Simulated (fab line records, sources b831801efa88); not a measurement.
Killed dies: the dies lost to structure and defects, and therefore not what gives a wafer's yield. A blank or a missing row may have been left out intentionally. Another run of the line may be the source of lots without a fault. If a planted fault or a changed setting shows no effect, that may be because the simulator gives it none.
8D (eight disciplines) problem report, filled in by code	flow sky130	the parts of the form that need people (team, actions taken, sign-off) are left out

1. WHAT IS WRONG
Mean of beam-energy-keV at SKY_GATE_OXIDE_IMPLANT_11: 11.147 across 6 wafers in 2 lots; on wafers with no fault it is 10.000 (standard deviation 0.0034). So: +99 or more standard deviations from the usual mean.
First seen on wafer L975.1, day 16 13:34, on implanter-02. Wafers with a number at this step in the record: 39, from 13 lots. The rule behind "out" and "out of limits": a value lying over 4 standard deviations away from the usual mean. The rest of the wafers with a number are treated as sound.

2. WHAT IT IS; WHAT IT IS NOT
question	is	is not
which readings at this step	beam-energy-keV	-
which lots	L975, L976	L969, L970, L981, L982, L983, L984, L985, L986, L987, L988, L990
which wafers of those lots	all that have a number	-
read on which tools	implanter-02	implanter-01, implanter-03
when	from day 16 13:34	up to then (6 sound wafers); but 27 sound wafers of L981, L982, L983, L984, L985, L986, L987, L988, L990 came after

3. SUSPECTS, AND WHAT RULES EACH OUT
Counting: a tool stays on the suspect list if, at a process step up to the reading, it processed all lots that are out and no sound lot following the first of them.
- plasma-asher-01 at SKY_VT_ADJUST_LVTN_STRIP_20 (strips in O2/N2): ruled out as a lasting fault. After its first lot that is out, L975 (day 9 20:13), sound lots L982, L983, L984, L990 ran on it.
- implanter-02 at SKY_GATE_OXIDE_IMPLANT_11: ruled out as a lasting fault. After its first lot that is out, L975 (day 16 13:34), sound lots L982 ran on it.
Left after counting: nothing in the record.

4. THE CAUSE (what the simulator had put in)
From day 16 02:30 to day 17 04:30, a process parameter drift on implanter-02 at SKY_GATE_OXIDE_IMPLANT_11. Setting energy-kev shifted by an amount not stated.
Counting ruled it out, wrongly.

5. THE CHAIN OF EFFECTS, in route order
Rows list readings where the struck wafers' mean (over those with a number) sits beyond 3 standard deviations from the usual. Only readings whose record carries a usual standard deviation are examined. hours: median over the lots of the time between each lot's start at the first step of this table that gives one and its start at this step. sigmas: the change, counted in usual standard deviations.
hours	step	reading	usual	on struck wafers	change	sigmas
0	SKY_GATE_OXIDE_IMPLANT_11	beam-energy-keV	10.000	11.147	+1.147	+99 or more
The process steps in it:
- SKY_GATE_OXIDE_IMPLANT_11

6. WHAT WOULD HAVE CAUGHT IT SOONER
In this record the first reading out of limits was taken at day 16 13:34, 11 hours after the fault began at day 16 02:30.
